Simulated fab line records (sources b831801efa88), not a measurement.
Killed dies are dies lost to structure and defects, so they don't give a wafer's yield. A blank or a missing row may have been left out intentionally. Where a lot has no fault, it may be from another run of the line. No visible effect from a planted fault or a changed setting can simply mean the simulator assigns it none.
Code-filled problem report in 8D (eight disciplines) form | flow sky130 | the parts of the form that need people (team, actions taken, sign-off) are left out

1. THE PROBLEM
Mean LDD_P_TW at SKY_LDD_P_TW_MEAS_11: 730 over 6 wafers in 2 lots; fault-free wafers: 635, standard deviation 12. That puts it +7.9 standard deviations away from the usual mean.
The first sign was on wafer L260.1 at day 25 05:10, on filmMetro-02. The record has a number at this step for 36 wafers belonging to 12 lots. The rule behind "out" and "out of limits": a value lying over 4 standard deviations away from the usual mean. The other wafers with a number count as sound.

2. WHAT IT IS AND WHAT IT IS NOT
question                    | is                         | is not
which readings at this step | LDD_P_TW                   | -
which lots                  | L260, L261                 | L243, L244, L245, L247, L250, L251, L252, L256, L259, L266
which wafers of those lots  | all that have a number     | -
read on which gauges        | filmMetro-02, filmMetro-04 | filmMetro-01
when                        | from day 25 05:10          | up to then (27 sound wafers); but 3 sound wafers of L266 came after

3. THE SUSPECTS, EACH WITH WHAT RULES IT OUT
Counting: a tool at any process step up to the reading remains a suspect when it ran all the lots that are out and ran no sound lot after the first of those.
- the gauge at SKY_LDD_P_TW_MEAS_11: ruled out. 2 gauges (filmMetro-02, filmMetro-04) read the wafers that are out.
- implanter-04 at SKY_LDD_P_IMPLANT_09: kept. All lots that are out passed through it, beginning with L260 at day 25 04:55, and no sound lot followed; its final sound lot before that point was L251 at day 21 18:04. Its own readings are out on those wafers: doseIonsCm2, faradayCurrentUA.
The count leaves implanter-04 at SKY_LDD_P_IMPLANT_09.

4. THE CAUSE (what the simulator had put in)
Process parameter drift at SKY_LDD_P_IMPLANT_09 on implanter-04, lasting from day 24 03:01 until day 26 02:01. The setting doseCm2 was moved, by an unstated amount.
After counting, this tool was the only one left.

5. THE CHAIN OF EFFECTS, in route order
Each row: a reading whose mean over the struck wafers that have a number lies more than 3 standard deviations from the usual. Readings are gone through only where the record gives a usual standard deviation; hours: the median, over the lots, of the time from a lot's start at the first step in this table giving one to that lot's start at this step; sigmas: the change measured in usual standard deviations.
hours | step                 | reading          | usual | on struck wafers | change | sigmas
0     | SKY_LDD_P_IMPLANT_09 | doseIonsCm2      | 1e+13 | 2e+13            | +5e+12 | +99 or more
0     | SKY_LDD_P_IMPLANT_09 | faradayCurrentUA | 56.3  | 87.0             | +30.7  | +28
0     | SKY_LDD_P_TW_MEAS_11 | LDD_P_TW         | 635   | 730              | +95    | +7.9
Its process steps:
- SKY_LDD_P_IMPLANT_09
At these later measuring or inspecting steps, every struck wafer for which the step has a row has a number for every such reading, and none has moved that far: SKY_VIA3_CD_MEAS_12.

6. WHAT WOULD HAVE CAUGHT IT SOONER
26 hours passed between the start of the fault at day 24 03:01 and the first reading out of limits at a measuring or inspecting step in this record, taken at day 25 05:10.
Tool's own readings at SKY_LDD_P_IMPLANT_09, doseIonsCm2, faradayCurrentUA: out on all struck wafers the step has rows for; an alarm limit on them would have tripped on the first.
Among the 2 lots that are out, L261 began SKY_LDD_P_IMPLANT_09 on implanter-04 after day 25 05:10. Had the tool been put on hold then, it would have been spared.
